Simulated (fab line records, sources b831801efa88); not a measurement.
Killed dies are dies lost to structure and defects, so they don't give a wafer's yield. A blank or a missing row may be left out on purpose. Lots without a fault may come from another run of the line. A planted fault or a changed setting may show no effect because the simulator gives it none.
Problem report in the 8D (eight disciplines) form, filled by code | flow gf180mcu | the parts of the form that need people (team, actions taken, sign-off) are left out

1. THE PROBLEM
cd_nm at GF_STI_CD_MEAS_12 reads a mean of 212.5 nm on 3 wafers of 1 lot; wafers without a fault read 219.9 nm with a standard deviation of 1.3. That is -5.7 standard deviations from the usual mean.
The step: target cd 220 nm.
First seen on wafer L851.2, day 5 06:09, on cd_sem-01. The record holds 36 wafers of 12 lots with a number at this step. Rule for "out", or "out of limits": more than 4 standard deviations from the usual mean. The other wafers with a number count as sound.

2. WHAT IT IS AND WHAT IT IS NOT
question                    | is                     | is not
which readings at this step | cd_nm                  | -
which lots                  | L851                   | L836, L837, L838, L840, L841, L842, L844, L845, L855, L856, L857
which wafers of those lots  | all that have a number | -
read on which gauges        | cd_sem-01              | cd_sem-02
when                        | from day 5 06:09       | up to then (24 sound wafers); but 9 sound wafers of L855, L856, L857 came after

3. SUSPECTS, AND WHAT RULES EACH OUT
Counting: a tool at a process step up to the reading stays a suspect if it ran every lot that is out and no sound lot after the first of them.
- the gauge at GF_STI_CD_MEAS_12: ruled out. All the wafers that are out were read on cd_sem-01, but those of them that GF_STI_EXPOSE_09 has rows for are out there too, on other tools.
- krf_scanner-02 at GF_STI_EXPOSE_09 (exposes mask COMP, target cd 220 nm): kept. It ran the lot that is out, L851 (day 4 23:52), and no sound lot after that; its last sound lot up to then is L842 (day 3 01:42). Its own readings are out on those wafers: exposure_dose_mJ_cm2.
Left after counting: krf_scanner-02 at GF_STI_EXPOSE_09.

4. THE CAUSE (what the simulator had put in)
Process parameter drift: krf_scanner-02, from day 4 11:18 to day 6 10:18, at GF_STI_EXPOSE_09. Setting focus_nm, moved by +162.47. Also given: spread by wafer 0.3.
Counting left only this tool.

5. THE CHAIN OF EFFECTS, in route order
Each row: a reading whose mean over the struck wafers that have a number lies more than 3 standard deviations from the usual. Only readings for which the record gives a usual standard deviation are gone through. hours: the time from each lot's start at the first step in this table that gives one to its start at this step, as a median over the lots. sigmas: the change in usual standard deviations.
hours | step              | reading              | usual    | on struck wafers | change | sigmas
0     | GF_STI_EXPOSE_09  | exposure_dose_mJ_cm2 | 27.994   | 27.666           | -0.328 | -12
6     | GF_STI_CD_MEAS_12 | cd_nm                | 219.9 nm | 212.5            | -7.4   | -5.7
The process steps in it:
- GF_STI_EXPOSE_09: exposes mask COMP, target cd 220 nm.
Later measuring or inspecting steps at which every struck wafer that the step has a row for has a number for every such reading, and none has moved that far: GF_DNWELL_TW_MEAS_09.

6. WHAT WOULD HAVE CAUGHT IT SOONER
In this record the first reading out of limits at a measuring or inspecting step was taken at day 5 06:09, 19 hours after the fault began at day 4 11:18.
The tool's own readings at GF_STI_EXPOSE_09 were out on every struck wafer that the step has a row for (exposure_dose_mJ_cm2): an alarm limit on them would have fired on the first of those.
All the lots that are out (1) had begun GF_STI_EXPOSE_09 on krf_scanner-02 by day 5 06:09. A hold on the tool at that time would have spared none of them.
